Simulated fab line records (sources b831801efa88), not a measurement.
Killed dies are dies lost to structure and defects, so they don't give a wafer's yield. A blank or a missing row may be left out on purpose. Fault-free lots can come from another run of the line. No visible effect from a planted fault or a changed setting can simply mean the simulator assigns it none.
Comparing a struck lot with a sound one + flow sky130 + 23 out of 708 route steps
Sound: the wafers L922.1, L922.4, L922.5. Wafers L936.3, L936.5, L936.6 were the ones struck. At the end, the cause is stated.
At each step with rows: each side's tool, then ch and its chambers, then its first start. Under that, the readings that differ: sound wafers + struck wafers + difference of the means + sigmas: that difference in standard deviations of wafers without a fault.
alike: readings with means less than 2 such deviations apart, plus words and numbers identical on both sides. not compared: withheld readings, readings lacking a value on some wafer, bounds such as >300 that could conceal the same value, and numbers that have no deviation in the record and whose values overlap.
Wherever a step has rows on one side only, a row that says differs or no value, or a row with sigmas, the two part there. Non-overlapping numbers with no deviation appear without sigmas and do not part them. Lack of a reading on every wafer of one side parts them only where that side has two or more wafers.

SKY_METAL2_ETCH_18: etches BARC in N2/H2, stops on SiO2, time 45.9 s, target depth 60 nm.
  sound on rie-metal-02 ch 0,1, day 36 15:05; struck on rie-metal-03 ch 0,1, day 41 04:25
  alike: drypump-motor-current-A, he-backside-leak-sccm, oes-product-au, throttle-valve-pct
  not compared: rf-hours-counter-h
SKY_METAL2_METAL_ETCH_19: etches the open film in Cl2/BCl3, stops on SiO2, target depth 360 nm, time 78 s.
  sound on rie-metal-02 ch 0,1, day 36 15:09; struck on rie-metal-03 ch 0,1, day 41 04:29
  alike: drypump-motor-current-A, he-backside-leak-sccm, oes-product-au, throttle-valve-pct
  not compared: rf-hours-counter-h
SKY_METAL2_STRIP_20: strips in O2/N2.
  sound on plasma-asher-03 ch 0,1, day 36 15:14; struck on plasma-asher-02 ch 0,1, day 41 04:34
  alike: drypump-motor-current-A, oes-product-au, strip-time-to-endpoint-s
  not compared: rf-hours-counter-h
then, 4 steps without rows for these wafers: SKY_METAL2_STRIP_21 (strips in post etch residue remover, time 1200 s); SKY_METAL2_CLEAN_22 (cleans in IPA, time 180 s); SKY_METAL2_CLEAN_23 (cleans in O3/DIW); SKY_VIA2_HDPCVD_00 (deposits SiO2, target thk 1180 nm, time 196.7 s).
SKY_VIA2_THK_MEAS_01:
  sound on film-metro-01, day 36 15:58; struck on film-metro-01, day 41 05:17
  alike: VIA2_HDPCVD_THK
SKY_VIA2_CMP_02: polishes SiO2.
  sound on cmp-02 ch 0,1,2, day 36 16:01; struck on cmp-01 ch 1,2,3, day 41 05:28
  alike: motor-current-A
SKY_VIA2_BOW_MEAS_03:
  sound on film-metro-03, day 36 16:19; struck on film-metro-03, day 41 05:40
  alike: VIA2_BOW
then, 2 steps without rows for these wafers: SKY_VIA2_DEHYDRATE_04 (time 60 s); SKY_VIA2_HMDS_05 (prime time 60 s).
SKY_VIA2_COAT_06: resist thk 60 nm.
  sound on litho-track-03 ch 0, day 37 05:08; struck on litho-track-02 ch 0, day 41 17:41
then, 5 steps without rows for these wafers: SKY_VIA2_COAT_07 (resist thk 450 nm); SKY_VIA2_SOFTBAKE_08 (time 90 s); SKY_VIA2_EXPOSE_09 (exposes mask VIM2, target cd 200 nm); SKY_VIA2_PEB_10; SKY_VIA2_DEVELOP_11 (develop time 60 s).
SKY_VIA2_CD_MEAS_12 targets a cd of 200 nm.
  sound on cd-sem-02, day 37 18:14; struck on cd-sem-01, day 42 07:01
  alike: cd-nm
SKY_VIA2_OVL_MEAS_13:
  sound on overlay-02, day 37 18:22; struck on overlay-01, day 42 07:07
  alike: VIA2_OVL
SKY_VIA2_ETCH_14: etches BARC in N2/H2, stops on SiO2, time 45.9 s, target depth 60 nm.
  sound on rie-diel-04 ch 0,2,3, day 37 18:23; struck on rie-diel-04 ch 0,1,2, day 42 07:08
| reading                  | sound             | struck            | difference | sigmas |
|--------------------------|-------------------|-------------------|------------|--------|
| oes-product-au (a.u.)    | 0.850 0.845 0.852 | 0.874 0.858 0.868 | +0.018     | +4     |
| model.etch.depth-nm (nm) | 60.19 60.06 59.87 | 61.41 61.58 61.67 | +1.51      |        |
  alike: drypump-motor-current-A, throttle-valve-pct
  not compared: rf-hours-counter-h
SKY_VIA2_ETCH_15: etches SiO2 in C4F8/O2/Ar, stops on TiN, target depth 546 nm, time 84 s.
  sound on rie-diel-04 ch 0,2,3, day 37 18:26; struck on rie-diel-04 ch 0,1,2, day 42 07:11
  alike: oes-product-au
  not compared: rf-hours-counter-h
next, for these wafers, 1 step has no rows: SKY_PAD_OPEN_PROBE_99.

WHERE THEY PART
At SKY_VIA2_ETCH_14 and nowhere else, as far as this record goes. Later steps at which nothing parts them and some readings are alike: SKY_VIA2_ETCH_15.

WHY: what had been put in by the simulator
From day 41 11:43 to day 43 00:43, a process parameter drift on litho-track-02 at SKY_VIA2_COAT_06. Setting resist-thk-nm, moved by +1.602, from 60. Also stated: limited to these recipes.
